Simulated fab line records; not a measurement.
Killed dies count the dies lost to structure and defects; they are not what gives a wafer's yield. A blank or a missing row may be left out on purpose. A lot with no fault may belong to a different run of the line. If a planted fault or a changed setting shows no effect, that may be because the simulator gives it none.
fab line records    flow gf180mcu
record: lots: 24  wafers: 72  lastDay: 34
route steps=602 shown SALICIDE@281 CONTACT@289 V1@340 M2@372 V3@443 M4@470
lots with no fault: from the same line, run without faults
startH: hours from the record's first day to the start of the lot's first wafer shown    waitH: hours from the lot's prior step to this one    " identical to the entry in the row above    L1.1+2: several wafers, shown together as one row    - no value, or no start was given    * or withheld: withheld    < > ~ a bound
route shown NAME@n: NAME is a module with steps in the file, n the number in the route of the first one    usual: mean and standard deviation over wafers with no fault    same: alike in all rows    chamber/n: place in a boat    sites: the reading at each site    _std_site: standard deviation of those values    _edge_site: the outer-site mean with the inner-site mean subtracted    radiusMm: for every site, how far away it sits from the centre of the wafer    mask NAME#n: copy n    behind: tool/chamber where the wafer was last shaped    hold: why the lot was held/for how many hours/how that ended    device: transistor that didn't switch, given as n, p or np    end of line: the route-end tests of the same wafers    where a step has no rows: the recipe by itself    killed: dies lost to structure and defects at the first sort, not the wafer's yield    map: dies across one wafer; x = killed, . = not, _ = none there
set.NAME: the setting that was run; set.NAME@STEP: the one run at that earlier step    model.NAME: the simulator's own value behind a step, which no gauge read
a sample of lots followed through the steps of the route, with each step as a table and each wafer as a row
services: from which hour (startH, from the record's first day; less than 0 if before it) a tool's chamber was out of use, for how many hours, and why
== steps ==
step: GF_SALICIDE_SPUTTER_03
recipe: material: TiN  targetThkNm: 20  powerW: 6500  timeS: 16.7  chamberPressurePa: 0.4
usual: throttleValvePct: 30.1/0.81
lot.wafer  tool           chamber  startH  waitH  throttleValvePct
L074.2     pvdSputter-04  -        343.82  0.0    28.9
L074.4     "              -        "       "      29.9
L074.6     "              -        "       "      29.0
L075.4     pvdSputter-02  -        345.74  0.0    31.3
L075.5     "              -        "       "      30.9
L075.6     "              -        "       "      31.9
L076.3     pvdSputter-03  -        361.04  0.0    29.1
L076.4     "              -        "       "      29.9
L076.5     "              -        "       "      29.9
L077.1     pvdSputter-02  -        366.69  0.0    31.1
L077.3     "              -        "       "      31.9
L077.5     "              -        "       "      31.2
L078.1     pvdSputter-04  -        380.30  0.0    29.9
L078.4     "              -        "       "      29.9
L078.5     "              -        "       "      30.2
L079.1     pvdSputter-04  -        382.14  0.0    29.8
L079.3     "              -        "       "      30.1
L079.6     "              -        "       "      29.1
L080.4     pvdSputter-02  -        393.68  0.0    30.8
L080.5     "              -        "       "      31.4
L080.6     "              -        "       "      31.8
L081.2     pvdSputter-03  -        396.14  0.0    29.8
L081.3     "              -        "       "      30.6
L081.5     "              -        "       "      28.8
L082.1     pvdSputter-02  -        405.64  0.0    31.2
L082.2     "              -        "       "      31.8
L082.4     "              -        "       "      30.6
L083.3     pvdSputter-03  -        423.33  0.0    30.0
L083.4     "              -        "       "      30.6
L083.6     "              -        "       "      29.9
L084.2     pvdSputter-04  -        431.30  0.0    30.2
L084.3     "              -        "       "      28.8
L084.4     "              -        "       "      30.1
L085.1     pvdSputter-04  -        437.27  0.0    29.0
L085.3     "              -        "       "      29.3
L085.6     "              -        "       "      30.1
L086.2     pvdSputter-04  -        445.51  0.0    30.0
L086.3     "              -        "       "      29.7
L086.6     "              -        "       "      29.5
L087.1     pvdSputter-04  -        460.00  0.0    29.5
L087.3     "              -        "       "      29.3
L087.4     "              -        "       "      29.8
L088.1     pvdSputter-03  -        462.85  0.0    29.5
L088.3     "              -        "       "      29.2
L088.4     "              -        "       "      30.5
L089.2     pvdSputter-02  -        473.52  0.0    31.7
L089.3     "              -        "       "      30.9
L089.4     "              -        "       "      30.2
L090.2     pvdSputter-03  -        481.73  0.0    30.1
L090.3     "              -        "       "      30.9
L090.6     "              -        "       "      30.5
L091.1     pvdSputter-03  -        488.24  0.0    30.7
L091.3     "              -        "       "      29.9
L091.6     "              -        "       "      30.1
L092.1     pvdSputter-03  -        498.08  0.0    28.8
L092.2     "              -        "       "      29.9
L092.6     "              -        "       "      30.0
L093.1     pvdSputter-02  -        500.67  0.0    31.3
L093.2     "              -        "       "      31.7
L093.5     "              -        "       "      30.6
L094.3     pvdSputter-03  -        514.80  0.0    30.6
L094.4     "              -        "       "      28.9
L094.5     "              -        "       "      29.8
L095.1     pvdSputter-04  -        519.00  0.0    29.0
L095.3     "              -        "       "      29.4
L095.4     "              -        "       "      29.7
L096.1     pvdSputter-04  -        526.92  0.0    29.2
L096.5     "              -        "       "      30.1
L096.6     "              -        "       "      29.3
L097.1     pvdSputter-04  -        538.16  0.0    30.0
L097.3     "              -        "       "      30.1
L097.4     "              -        "       "      29.0
step: GF_CONTACT_CVD_02
recipe: material: SiO2  targetThkNm: 860  precursor: TEOS  tempC: 400  timeS: 95.992  rfW: 600
usual: heaterPowerW: 710/96
lot.wafer  tool      chamber  startH  waitH  heaterPowerW
L074.2     pecvd-02  0        344.43  0.0    664
L074.4     "         1        "       "      640
L074.6     "         0        "       "      538
L075.4     pecvd-02  0        346.39  0.1    612
L075.5     "         1        "       "      775
L075.6     "         2        "       "      836
L076.3     pecvd-01  1        361.65  0.0    785
L076.4     "         2        "       "      756
L076.5     "         0        "       "      616
L077.1     pecvd-01  0        367.30  0.1    552
L077.3     "         1        "       "      810
L077.5     "         1        "       "      656
L078.1     pecvd-04  1        380.90  0.1    788
L078.4     "         2        "       "      732
L078.5     "         0        "       "      679
L079.1     pecvd-04  0        382.75  0.1    690
L079.3     "         2        "       "      631
L079.6     "         2        "       "      693
L080.4     pecvd-04  0        394.32  0.1    722
L080.5     "         2        "       "      699
L080.6     "         1        "       "      616
L081.2     pecvd-02  2        396.75  0.0    795
L081.3     "         2        "       "      647
L081.5     "         2        "       "      724
L082.1     pecvd-04  2        406.35  0.1    763
L082.2     "         0        "       "      734
L082.4     "         1        "       "      734
L083.3     pecvd-02  1        423.93  0.0    728
L083.4     "         0        "       "      615
L083.6     "         2        "       "      647
L084.2     pecvd-02  1        431.90  0.0    723
L084.3     "         2        "       "      743
L084.4     "         0        "       "      648
L085.1     pecvd-02  1        437.88  0.1    781
L085.3     "         0        "       "      618
L085.6     "         2        "       "      734
L086.2     pecvd-01  2        446.16  0.0    918
L086.3     "         0        "       "      638
L086.6     "         0        "       "      516
L087.1     pecvd-01  0        460.60  0.1    605
L087.3     "         1        "       "      775
L087.4     "         2        "       "      838
L088.1     pecvd-02  1        463.45  0.1    722
L088.3     "         0        "       "      587
L088.4     "         2        "       "      796
L089.2     pecvd-02  1        474.12  0.0    753
L089.3     "         0        "       "      553
L089.4     "         2        "       "      662
L090.2     pecvd-04  1        482.33  0.0    690
L090.3     "         0        "       "      739
L090.6     "         1        "       "      751
L091.1     pecvd-01  2        488.85  0.1    892
L091.3     "         1        "       "      703
L091.6     "         0        "       "      526
L092.1     pecvd-04  1        498.79  0.1    792
L092.2     "         2        "       "      723
L092.6     "         1        "       "      617
L093.1     pecvd-02  1        501.27  0.1    657
L093.2     "         0        "       "      553
L093.5     "         0        "       "      621
L094.3     pecvd-02  1        515.41  0.0    719
L094.4     "         2        "       "      651
L094.5     "         1        "       "      764
L095.1     pecvd-02  2        519.71  0.1    750
L095.3     "         0        "       "      558
L095.4     "         1        "       "      777
L096.1     pecvd-01  0        527.73  0.1    564
L096.5     "         1        "       "      762
L096.6     "         2        "       "      920
L097.1     pecvd-01  1        538.86  0.1    816
L097.3     "         2        "       "      917
L097.4     "         2        "       "      747
step: GF_V1_BOW_MEAS_05
recipe: mode: bow
usual: V1_BOW: 81/7.1
lot.wafer  tool          chamber  startH  waitH  V1_BOW[um]
L074.2     filmMetro-02  -        392.24  0.2    86
L074.4     "             -        "       "      80
L074.6     "             -        "       "      85
L075.4     filmMetro-04  -        393.73  0.3    82
L075.5     "             -        "       "      74
L075.6     "             -        "       "      74
L076.3     filmMetro-04  -        410.29  0.1    86
L076.4     "             -        "       "      85
L076.5     "             -        "       "      79
L077.1     filmMetro-03  -        416.70  0.1    75
L077.3     "             -        "       "      84
L077.5     "             -        "       "      84
L078.1     filmMetro-04  -        431.70  0.2    84
L078.4     "             -        "       "      94
L078.5     "             -        "       "      82
L079.1     filmMetro-04  -        434.26  0.2    73
L079.3     "             -        "       "      86
L079.6     "             -        "       "      79
L080.4     filmMetro-02  -        444.77  0.3    78
L080.5     "             -        "       "      68
L080.6     "             -        "       "      79
L081.2     filmMetro-04  -        447.68  0.2    82
L081.3     "             -        "       "      81
L081.5     "             -        "       "      74
L082.1     filmMetro-04  -        458.71  0.2    76
L082.2     "             -        "       "      78
L082.4     "             -        "       "      81
L083.3     filmMetro-03  -        476.07  0.3    86
L083.4     "             -        "       "      89
L083.6     "             -        "       "      83
L084.2     filmMetro-03  -        483.59  0.1    93
L084.3     "             -        "       "      73
L084.4     "             -        "       "      76
L085.1     filmMetro-04  -        490.04  0.1    82
L085.3     "             -        "       "      81
L085.6     "             -        "       "      88
L086.2     filmMetro-03  -        497.95  0.2    84
L086.3     "             -        "       "      84
L086.6     "             -        "       "      77
L087.1     filmMetro-02  -        511.66  0.2    86
L087.3     "             -        "       "      83
L087.4     "             -        "       "      81
L088.1     filmMetro-04  -        514.00  0.2    77
L088.3     "             -        "       "      79
L088.4     "             -        "       "      83
L089.2     filmMetro-02  -        524.85  0.2    77
L089.3     "             -        "       "      89
L089.4     "             -        "       "      77
L090.2     filmMetro-03  -        531.72  0.1    81
L090.3     "             -        "       "      75
L090.6     "             -        "       "      86
L091.1     filmMetro-03  -        538.13  0.1    79
L091.3     "             -        "       "      88
L091.6     "             -        "       "      75
L092.1     filmMetro-02  -        547.72  0.1    76
L092.2     "             -        "       "      87
L092.6     "             -        "       "      87
L093.1     filmMetro-02  -        549.72  0.1    79
L093.2     "             -        "       "      74
L093.5     "             -        "       "      85
L094.3     filmMetro-04  -        564.62  0.1    79
L094.4     "             -        "       "      85
L094.5     "             -        "       "      74
L095.1     filmMetro-03  -        567.01  0.2    72
L095.3     "             -        "       "      69
L095.4     "             -        "       "      69
L096.1     filmMetro-02  -        575.00  0.2    93
L096.5     "             -        "       "      74
L096.6     "             -        "       "      90
L097.1     filmMetro-02  -        586.93  0.2    91
L097.3     "             -        "       "      82
L097.4     "             -        "       "      82
step: GF_M2_SOFTBAKE_10
recipe: tempC: 130  timeS: 62.34  resist: KrF
usual: plateSensorTCentreC: 131.01/0.01  plateSensorTEdgeC: 131.21/0.0093
lot.wafer  tool           chamber  startH  waitH  plateSensorTCentreC  plateSensorTEdgeC
L074.2     lithoTrack-02  0        429.82  0.1    131.01               131.22
L074.4     "              0        "       "      131.01               131.22
L074.6     "              0        "       "      131                  131.19
L075.4     lithoTrack-01  0        430.80  0.1    131                  131.2
L075.5     "              0        "       "      131.01               131.2
L075.6     "              0        "       "      131.01               131.21
L076.3     lithoTrack-03  0        447.86  0.1    131.02               131.22
L076.4     "              0        "       "      131                  131.2
L076.5     "              0        "       "      131.03               131.22
L077.1     lithoTrack-01  0        454.97  0.1    131.02               131.22
L077.3     "              0        "       "      131                  131.22
L077.5     "              0        "       "      131.03               131.21
L078.1     lithoTrack-03  0        469.51  0.1    131.01               131.22
L078.4     "              0        "       "      131.02               131.22
L078.5     "              0        "       "      131                  131.23
L079.1     lithoTrack-03  0        471.96  0.1    131.02               131.21
L079.3     "              0        "       "      131                  131.2
L079.6     "              0        "       "      131.03               131.19
L080.4     lithoTrack-02  0        483.17  0.1    131.01               131.2
L080.5     "              0        "       "      131.02               131.21
L080.6     "              0        "       "      131.02               131.21
L081.2     lithoTrack-02  0        485.52  0.1    131.02               131.2
L081.3     "              0        "       "      131                  131.2
L081.5     "              0        "       "      131.02               131.21
L082.1     lithoTrack-01  0        495.37  0.1    131                  131.22
L082.2     "              0        "       "      131.01               131.21
L082.4     "              0        "       "      131                  131.19
L083.3     lithoTrack-01  0        512.77  0.1    131.02               131.2
L083.4     "              0        "       "      131.02               131.22
L083.6     "              0        "       "      131                  131.22
L084.2     lithoTrack-03  0        520.44  0.1    131.01               131.19
L084.3     "              0        "       "      131                  131.21
L084.4     "              0        "       "      131.02               131.22
L085.1     lithoTrack-02  0        527.45  0.1    131.02               131.19
L085.3     "              0        "       "      131                  131.22
L085.6     "              0        "       "      131.02               131.2
L086.2     lithoTrack-01  0        534.20  0.1    131.02               131.21
L086.3     "              0        "       "      131.01               131.24
L086.6     "              0        "       "      131.02               131.21
L087.1     lithoTrack-03  0        546.41  0.1    131.03               131.21
L087.3     "              0        "       "      131.03               131.2
L087.4     "              0        "       "      131.03               131.21
L088.1     lithoTrack-02  0        548.60  0.1    130.99               131.2
L088.3     "              0        "       "      131.03               131.2
L088.4     "              0        "       "      131.01               131.22
L089.2     lithoTrack-03  0        559.93  0.1    131.02               131.21
L089.3     "              0        "       "      131                  131.22
L089.4     "              0        "       "      131.03               131.2
L090.2     lithoTrack-01  0        566.69  0.1    131.01               131.22
L090.3     "              0        "       "      131.02               131.2
L090.6     "              0        "       "      131.02               131.21
L091.1     lithoTrack-02  0        572.45  0.1    131.02               131.19
L091.3     "              0        "       "      131                  131.21
L091.6     "              0        "       "      131.04               131.22
L092.1     lithoTrack-01  0        581.67  0.1    131.01               131.21
L092.2     "              0        "       "      131.03               131.22
L092.6     "              0        "       "      131.03               131.2
L093.1     lithoTrack-01  0        584.57  0.1    131.01               131.2
L093.2     "              0        "       "      131.01               131.21
L093.5     "              0        "       "      130.99               131.2
L094.3     lithoTrack-03  0        598.46  0.1    131.02               131.21
L094.4     "              0        "       "      131.03               131.22
L094.5     "              0        "       "      131.01               131.21
L095.1     lithoTrack-03  0        600.81  0.1    131.03               131.2
L095.3     "              0        "       "      131.02               131.21
L095.4     "              0        "       "      131.02               131.21
L096.1     lithoTrack-02  0        608.30  0.1    131.01               131.2
L096.5     "              0        "       "      131.02               131.21
L096.6     "              0        "       "      131.01               131.21
L097.1     lithoTrack-02  0        619.45  0.1    131.01               131.21
L097.3     "              0        "       "      131.02               131.21
L097.4     "              0        "       "      131.01               131.2
step: GF_V3_CD_MEAS_14
recipe: targetCdNm: 260
usual: cdNm: 260.3/1.4
lot.wafer  tool      chamber  startH  waitH  cdNm
L074.2     cdSem-02  -        516.73  0.1    262.1
L074.4     "         -        "       "      260.9
L074.6     "         -        "       "      262.7
L075.4     cdSem-01  -        518.20  0.1    260.8
L075.5     "         -        "       "      260.8
L075.6     "         -        "       "      260.1
L076.3     cdSem-02  -        536.33  0.1    259.4
L076.4     "         -        "       "      259.7
L076.5     "         -        "       "      259.4
L077.1     cdSem-02  -        540.67  0.1    258.3
L077.3     "         -        "       "      258.4
L077.5     "         -        "       "      260.2
L078.1     cdSem-01  -        554.62  0.1    260.6
L078.4     "         -        "       "      261.5
L078.5     "         -        "       "      262.1
L079.1     cdSem-01  -        556.82  0.1    258.7
L079.3     "         -        "       "      257.5
L079.6     "         -        "       "      257.2
L080.4     cdSem-02  -        567.83  0.1    260.0
L080.5     "         -        "       "      260.2
L080.6     "         -        "       "      260.2
L081.2     cdSem-02  -        570.34  0.1    261.3
L081.3     "         -        "       "      260.2
L081.5     "         -        "       "      260.7
L082.1     cdSem-01  -        578.26  0.1    259.8
L082.2     "         -        "       "      260.1
L082.4     "         -        "       "      260.1
L083.3     cdSem-02  -        593.85  0.1    258.7
L083.4     "         -        "       "      260.9
L083.6     "         -        "       "      259.5
L084.2     cdSem-02  -        601.89  0.1    258.4
L084.3     "         -        "       "      260.6
L084.4     "         -        "       "      257.9
L085.1     cdSem-02  -        608.52  0.1    258.2
L085.3     "         -        "       "      257.3
L085.6     "         -        "       "      257.9
L086.2     cdSem-02  -        614.03  0.1    262.0
L086.3     "         -        "       "      261.6
L086.6     "         -        "       "      263.1
L087.1     cdSem-01  -        625.36  0.1    259.5
L087.3     "         -        "       "      259.0
L087.4     "         -        "       "      260.0
L088.1     cdSem-01  -        626.07  0.1    260.9
L088.3     "         -        "       "      260.1
L088.4     "         -        "       "      260.6
L089.2     cdSem-02  -        638.49  0.1    260.0
L089.3     "         -        "       "      260.4
L089.4     "         -        "       "      259.9
L090.2     cdSem-02  -        642.99  0.1    258.5
L090.3     "         -        "       "      259.3
L090.6     "         -        "       "      259.2
L091.1     cdSem-01  -        649.09  0.1    260.7
L091.3     "         -        "       "      261.0
L091.6     "         -        "       "      260.3
L092.1     cdSem-02  -        658.54  0.1    260.3
L092.2     "         -        "       "      260.3
L092.6     "         -        "       "      260.8
L093.1     cdSem-02  -        661.52  0.1    261.6
L093.2     "         -        "       "      260.4
L093.5     "         -        "       "      260.6
L094.3     cdSem-01  -        674.21  0.1    263.1
L094.4     "         -        "       "      261.8
L094.5     "         -        "       "      263.3
L095.1     cdSem-02  -        676.24  0.1    260.1
L095.3     "         -        "       "      260.7
L095.4     "         -        "       "      261.0
L096.1     cdSem-01  -        682.91  0.1    259.1
L096.5     "         -        "       "      259.1
L096.6     "         -        "       "      259.5
L097.1     cdSem-01  -        693.31  0.1    263.0
L097.3     "         -        "       "      261.8
L097.4     "         -        "       "      262.4
step: GF_M4_CD_MEAS_14
recipe: targetCdNm: 280
usual: cdNm: 280.1/1.3
lot.wafer  tool      chamber  startH  waitH  cdNm
L074.2     cdSem-02  -        541.34  0.1    277.8
L074.4     "         -        "       "      278.3
L074.6     "         -        "       "      279.2
L075.4     cdSem-02  -        543.17  0.1    278.2
L075.5     "         -        "       "      276.9
L075.6     "         -        "       "      279.2
L076.3     cdSem-02  -        560.61  0.1    279.9
L076.4     "         -        "       "      279.4
L076.5     "         -        "       "      278.9
L077.1     cdSem-02  -        564.20  0.1    279.4
L077.3     "         -        "       "      278.4
L077.5     "         -        "       "      279.5
L078.1     cdSem-01  -        578.61  0.1    279.7
L078.4     "         -        "       "      281.0
L078.5     "         -        "       "      279.5
L079.1     cdSem-01  -        579.91  0.1    276.7
L079.3     "         -        "       "      278.1
L079.6     "         -        "       "      278.5
L080.4     cdSem-02  -        591.01  0.1    279.7
L080.5     "         -        "       "      280.8
L080.6     "         -        "       "      280.1
L081.2     cdSem-02  -        593.04  0.1    281.4
L081.3     "         -        "       "      281.9
L081.5     "         -        "       "      282.7
L082.1     cdSem-01  -        600.92  0.1    281.1
L082.2     "         -        "       "      281.1
L082.4     "         -        "       "      280.5
L083.3     cdSem-02  -        616.70  0.1    278.9
L083.4     "         -        "       "      279.1
L083.6     "         -        "       "      279.3
L084.2     cdSem-02  -        624.43  0.1    282.7
L084.3     "         -        "       "      280.9
L084.4     "         -        "       "      280.0
L085.1     cdSem-02  -        630.67  0.1    279.6
L085.3     "         -        "       "      280.3
L085.6     "         -        "       "      280.8
L086.2     cdSem-01  -        636.29  0.1    280.5
L086.3     "         -        "       "      280.0
L086.6     "         -        "       "      279.7
L087.1     cdSem-02  -        647.76  0.1    280.7
L087.3     "         -        "       "      279.9
L087.4     "         -        "       "      281.0
L088.1     cdSem-01  -        648.41  0.1    282.1
L088.3     "         -        "       "      281.5
L088.4     "         -        "       "      281.4
L089.2     cdSem-02  -        659.94  0.1    279.6
L089.3     "         -        "       "      279.9
L089.4     "         -        "       "      280.8
L090.2     cdSem-01  -        664.37  0.1    279.0
L090.3     "         -        "       "      280.1
L090.6     "         -        "       "      279.1
L091.1     cdSem-01  -        670.71  0.1    280.4
L091.3     "         -        "       "      278.5
L091.6     "         -        "       "      279.9
L092.1     cdSem-02  -        679.82  0.1    280.9
L092.2     "         -        "       "      280.6
L092.6     "         -        "       "      280.4
L093.1     cdSem-02  -        682.87  0.1    279.3
L093.2     "         -        "       "      280.3
L093.5     "         -        "       "      279.6
L094.3     cdSem-01  -        694.75  0.1    280.0
L094.4     "         -        "       "      278.4
L094.5     "         -        "       "      278.9
L095.1     cdSem-01  -        696.55  0.1    282.2
L095.3     "         -        "       "      282.0
L095.4     "         -        "       "      281.1
L096.1     cdSem-02  -        702.82  0.1    281.3
L096.5     "         -        "       "      282.1
L096.6     "         -        "       "      282.4
L097.1     cdSem-01  -        712.76  0.1    282.3
L097.3     "         -        "       "      280.0
L097.4     "         -        "       "      282.1
== services ==
tool           chamber  startH  hours  kind
pvdSputter-04  -        337.40  3.7    repair
pecvd-02       -        368.88  14.0   pm
pecvd-02       0        368.88  14.0   ventCycle
pecvd-02       1        368.88  14.0   ventCycle
pecvd-02       2        368.88  14.0   ventCycle
pecvd-02       0        382.88  -      clean
pecvd-02       1        382.88  -      clean
pecvd-02       2        382.88  -      clean
pecvd-02       0        390.78  16.4   repair
pecvd-01       -        393.26  1.5    repair
pvdSputter-04  -        395.95  32.1   repair
pecvd-02       -        403.23  2.8    pm
pecvd-01       -        410.65  2.8    repair
pecvd-04       -        440.76  0.4    repair
pecvd-02       -        441.99  5.5    pm
pvdSputter-03  -        462.89  0.8    repair
pvdSputter-04  -        473.47  5.9    repair
pecvd-02       0        485.09  7.9    repair
pvdSputter-02  -        540.58  1.6    repair
pvdSputter-04  -        564.72  4.1    repair
pecvd-01       2        571.99  3.7    repair
pvdSputter-03  -        599.51  2.1    repair
pvdSputter-02  -        602.98  2.5    repair
pecvd-04       1        608.01  30.7   repair
== key ==
fault none
